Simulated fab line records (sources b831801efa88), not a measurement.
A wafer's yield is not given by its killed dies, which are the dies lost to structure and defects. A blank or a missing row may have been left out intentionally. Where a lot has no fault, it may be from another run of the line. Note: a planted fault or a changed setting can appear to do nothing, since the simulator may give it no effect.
Comparing a struck lot with a sound one || flow gf180mcu || 37 out of 602 route steps
Sound: these wafers, L435.1, L435.2, L435.5. The struck wafers were L447.3, L447.4. At the end, the cause is stated.
Per side, at each step with rows, come the tool, then ch with its chambers, and then its first start. Under that, the readings that differ: sound wafers || struck wafers || difference of the means || sigmas: that difference in standard deviations of wafers without a fault.
alike: readings whose means differ by less than 2 such deviations, and words and numbers that are the same on both sides. not compared: withheld readings, readings that some wafer has no value for, bounds like >300 that may hide the same value, and numbers for which the record gives no deviation and whose values overlap.
Wherever a step has rows on one side only, a row that says differs or no value, or a row with sigmas, the two part there. When numbers do not overlap yet have no deviation, they are printed without sigmas and do not part them. Lack of a reading on every wafer of one side parts them only where that side has two or more wafers.

first, 1 step without rows for these wafers: GF_SALICIDE_WET_ETCH_01 (etches SiO2 in dHF, target depth 5 nm, time 100 s).
GF_SALICIDE_SPUTTER_02: material Co, target thk 10 nm, time 20 s.
  struck on pvd-sputter-03, day 21 06:16; sound on pvd-sputter-03, day 16 23:47
  alike: cathode-dc-power-W, throttle-valve-pct
then, 1 step without rows for these wafers: GF_SALICIDE_SPUTTER_03 (material TiN, target thk 20 nm, time 16.7 s).
GF_SALICIDE_RS_MEAS_04: uses a four-point probe to measure.
  struck on film-metro-03, day 21 06:22; sound on film-metro-03, day 16 23:54
  alike: SALICIDE_TIN_RS
GF_SALICIDE_THK_MEAS_05: measures by xrf.
  struck on film-metro-03, day 21 06:28; sound on film-metro-03, day 17 00:01
  alike: SALICIDE_TIN_THK
GF_SALICIDE_RTA_06: time 30 s.
  sound on rtp-anneal-02 ch 0, day 17 00:05; struck on rtp-anneal-01 ch 0, day 21 06:32
{"reading": "lamp-power-pct (%)", "sound": "5.7 5.6 5.7", "struck": "7.3 7.3", "difference": "+1.6", "sigmas": "+2"}
  alike: wafer_temp_C_max
then, 1 step without rows for these wafers: GF_SALICIDE_WET_ETCH_07 (etches the open film in SPM, target depth 120 nm).
GF_SALICIDE_RTA_08: time 30 s.
  sound on rtp-anneal-01 ch 0, day 17 00:17; struck on rtp-anneal-02 ch 0, day 21 06:43
{"reading": "lamp-power-pct (%)", "sound": "20.2 20.2 20.2", "struck": "15.7 15.7", "difference": -4.5, "sigmas": -2}
  alike: wafer_temp_C_max
then, 1 step without rows for these wafers: GF_CONTACT_CVD_00 (deposits SiO2, target thk 300 nm, time 50 s).
GF_CONTACT_THK_MEAS_01:
  struck on film-metro-04, day 21 06:53; sound on film-metro-03, day 17 00:25
  alike: CONTACT_CVD_00_THK
GF_CONTACT_CVD_02: deposits SiO2 from TEOS, target thk 860 nm, time 95.992 s.
  sound on pecvd-03 ch 1,2, day 17 00:29; struck on pecvd-02 ch 1,2, day 21 06:55
  alike: heater-power-w
GF_CONTACT_THK_MEAS_03:
  struck on film-metro-03, day 21 07:01; sound on film-metro-03, day 17 00:33
  alike: CONTACT_CVD_02_THK
GF_CONTACT_CMP_04: polishes SiO2.
  sound on cmp-01 ch 0,1,3, day 17 00:43; struck on cmp-02 ch 2,3, day 21 07:05
{"reading": "time-to-endpoint-s (s)", "sound": "115 105 119", "struck": "132 136", "difference": "+21", "sigmas": "+3"}
{"reading": "model.SiO2_of_CONTACT_CVD_02.thk-nm (nm)", "sound": "560.1 558 559.3", "struck": "502.5 503", "difference": -56.4, "sigmas": ""}
  alike: motor-current-A, slurry-flow-ml-min
GF_CONTACT_BOW_MEAS_05:
  struck on film-metro-02, day 21 07:47; sound on film-metro-02, day 17 00:55
{"reading": "CONTACT_BOW (um)", "sound": "58 65 58", "struck": "- -", "difference": "no value on the struck wafers", "sigmas": ""}
  not compared: hold
then, 7 steps without rows for these wafers: GF_CONTACT_HMDS_07 (prime time 60 s); GF_CONTACT_COAT_08; GF_CONTACT_COAT_09 (resist thk 1000 nm); GF_CONTACT_SOFTBAKE_10 (time 60 s); GF_CONTACT_EXPOSE_11 (exposes mask Contact, target cd 220 nm); GF_CONTACT_PEB_12 (peb time 90 s); GF_CONTACT_DEVELOP_13 (develop time 60 s).
GF_CONTACT_CD_MEAS_14: target cd 220 nm.
  struck on cd-sem-01, day 22 06:47; sound on cd-sem-02, day 18 00:23
  alike: cd-nm
GF_CONTACT_OVL_MEAS_15:
  struck on overlay-02, day 22 06:52; sound on overlay-01, day 18 00:31
  alike: CONTACT_OVL
then, 1 step without rows for these wafers: GF_CONTACT_ETCH_16 (etches BARC in N2/H2).
GF_CONTACT_ETCH_17: etches SiO2 in C4F8/O2/Ar, stops on CoSi2, target depth 860 nm.
  sound on rie-diel-04 ch 1,2,3; struck on rie-diel-02 ch 0,3
{"reading": "bias-w (W)", "sound": "1189 1202 1197", "struck": "1203 1206", "difference": "+8", "sigmas": "+2"}
{"reading": "oes-product-au (a.u.)", "sound": "0.820 0.819 0.813", "struck": "0.779 0.786", "difference": -0.035, "sigmas": -8}
{"reading": "model.etch.depth-nm (nm)", "sound": "866.2 858.3 861.4", "struck": "803.4 804.8", "difference": -57.9, "sigmas": ""}
{"reading": "model.CONTACT.feature-depth-nm (nm)", "sound": "866.2 858.3 861.4", "struck": "803.4 804.8", "difference": -57.9, "sigmas": ""}
then, 7 steps without rows for these wafers: GF_CONTACT_STRIP_18 (strips in O2/N2); GF_CONTACT_CLEAN_19 (cleans in SPM); GF_CONTACT_CLEAN_20 (cleans in DIW); GF_CONTACT_CLEAN_21 (cleans in dHF, time 20 s); GF_CONTACT_SPUTTER_22 (material Ti, target thk 15 nm, time 80.02 s); GF_CONTACT_SPUTTER_23 (material TiN, target thk 10 nm, time 40 s); GF_CONTACT_CVD_24 (deposits W, target thk 300 nm, time 90.339 s).
GF_CONTACT_RS_MEAS_25: uses a four-point probe to measure.
  struck on film-metro-04, day 22 07:37; sound on film-metro-03, day 18 01:16
  alike: CONTACT_W_RS
GF_CONTACT_THK_MEAS_26: measures by xrf.
  struck on film-metro-04, day 22 07:43; sound on film-metro-03, day 18 01:23
  alike: CONTACT_W_THK
GF_CONTACT_CMP_27: polishes, stops on SiO2, t overpolish 15 s, target thk 0 nm.
  sound on cmp-01 ch 0,2,3, day 18 01:32; struck on cmp-02 ch 0,2, day 22 07:49
{"reading": "model.SiO2_of_CONTACT_CVD_02.thk-nm (nm)", "sound": "553.4 551.2 552.5", "struck": "495.7 496.3", "difference": -56.4, "sigmas": ""}
  alike: motor-current-A, slurry-flow-ml-min
GF_M1_SPUTTER_00: material Ti, target thk 37.5 nm, time 150 s.
  struck on pvd-sputter-04, day 22 08:04; sound on pvd-sputter-01, day 18 01:44
  alike: cathode-dc-power-W, throttle-valve-pct
following that, these wafers have no rows for 1 step: GF_PASSIVATION_PROBE_99.

## WHERE THEY PART
First at GF_SALICIDE_RTA_06; last, within this record, at GF_CONTACT_ETCH_17. Later steps at which nothing parts them and some readings are alike: GF_CONTACT_RS_MEAS_25, GF_CONTACT_THK_MEAS_26, GF_CONTACT_CMP_27, GF_M1_SPUTTER_00.

WHY: what the simulator had put in
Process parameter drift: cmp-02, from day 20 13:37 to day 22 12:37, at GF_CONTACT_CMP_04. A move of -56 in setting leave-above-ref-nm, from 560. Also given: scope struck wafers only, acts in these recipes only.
